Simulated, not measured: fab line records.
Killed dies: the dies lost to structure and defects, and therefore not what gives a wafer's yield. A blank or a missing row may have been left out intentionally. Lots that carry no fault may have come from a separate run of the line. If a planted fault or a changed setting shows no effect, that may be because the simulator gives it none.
Comparing a struck lot with a sound one -- flow gf180mcu -- 15 steps out of a route of 602
Sound: these wafers, L282.2, L282.3, L282.6. The struck wafers were L274.1, L274.3, L274.4. The cause is named last.
Each step with rows lists, per side, the tool, then ch with its chambers, then its first start. Under that, the readings that differ: sound wafers -- struck wafers -- difference of the means -- sigmas: that difference in standard deviations of wafers without a fault.
alike: same words and numbers on both sides, and readings whose means sit less than 2 such deviations apart. not compared: any withheld reading, any reading some wafer has no value for, any bound like >300 that may hide the same value, and any number with overlapping values for which the record gives no deviation.
The two part at a step that has a row with sigmas, a row that says differs or no value, or rows on one side only. Numbers that don't overlap but have no deviation are shown without sigmas and don't part them. A reading that every wafer of one side lacks parts them only if that side has two wafers or more.

first, 1 step without rows for these wafers: GF_DNWELL_IMPLANT_07.
GF_DNWELL_STRIP_08: strips in O2/N2.
  sound on plasma asher-01 ch 0,1, day 7 04:28; struck on plasma asher-03 ch 0,1, day 5 10:08
  alike: drypump motor current A, heater power w, oes product au, strip time to endpoint s
  not compared: rf hours counter h
GF_DNWELL_TW_MEAS_09:
  struck on film metro-01, day 5 10:14; sound on film metro-01, day 7 04:35
  alike: DNWELL_TW
then, 7 steps without rows for these wafers: GF_NWELL_DEHYDRATE_00 (time 60 s); GF_NWELL_HMDS_01 (prime time 60 s); GF_NWELL_COAT_02 (resist thk 3000 nm); GF_NWELL_SOFTBAKE_03; GF_NWELL_EXPOSE_04 (exposes mask Nwell, target cd 860 nm); GF_NWELL_PEB_05; GF_NWELL_DEVELOP_06 (develop time 60 s).
GF_NWELL_OVL_MEAS_07:
  struck on overlay-02, day 6 01:11; sound on overlay-02, day 7 20:16
  alike: NWELL_OVL
after that, 1 step had no rows for these wafers: GF_NWELL_IMPLANT_08.
GF_NWELL_IMPLANT_09:
  struck on implanter-03, day 6 01:22; sound on implanter-03 ch 0, day 7 20:29
  no value came back on the struck wafers for beam energy keV, beam on s (s), faraday current uA, tilt deg (degrees); on the sound wafers beam energy keV reads 159.90 159.94 159.84
GF_NWELL_STRIP_10: strips in O2/N2.
  sound on plasma asher-04 ch 0,1, day 7 20:36; struck on plasma asher-04 ch 0,1, day 6 01:31
  alike: drypump motor current A, heater power w, oes product au, strip time to endpoint s
  not compared: rf hours counter h
GF_NWELL_TW_MEAS_11:
  struck on film metro-04, day 6 01:52; sound on film metro-01, day 7 20:43
reading,sound,struck,difference,sigmas
NWELL_TW,1582 1577 1577,1493 1489 1493,-87,-8
  not compared: hold

## WHERE THEY PART
First at GF_NWELL_IMPLANT_09; last, within this record, at GF_NWELL_TW_MEAS_11.

WHY: the cause the simulator had injected
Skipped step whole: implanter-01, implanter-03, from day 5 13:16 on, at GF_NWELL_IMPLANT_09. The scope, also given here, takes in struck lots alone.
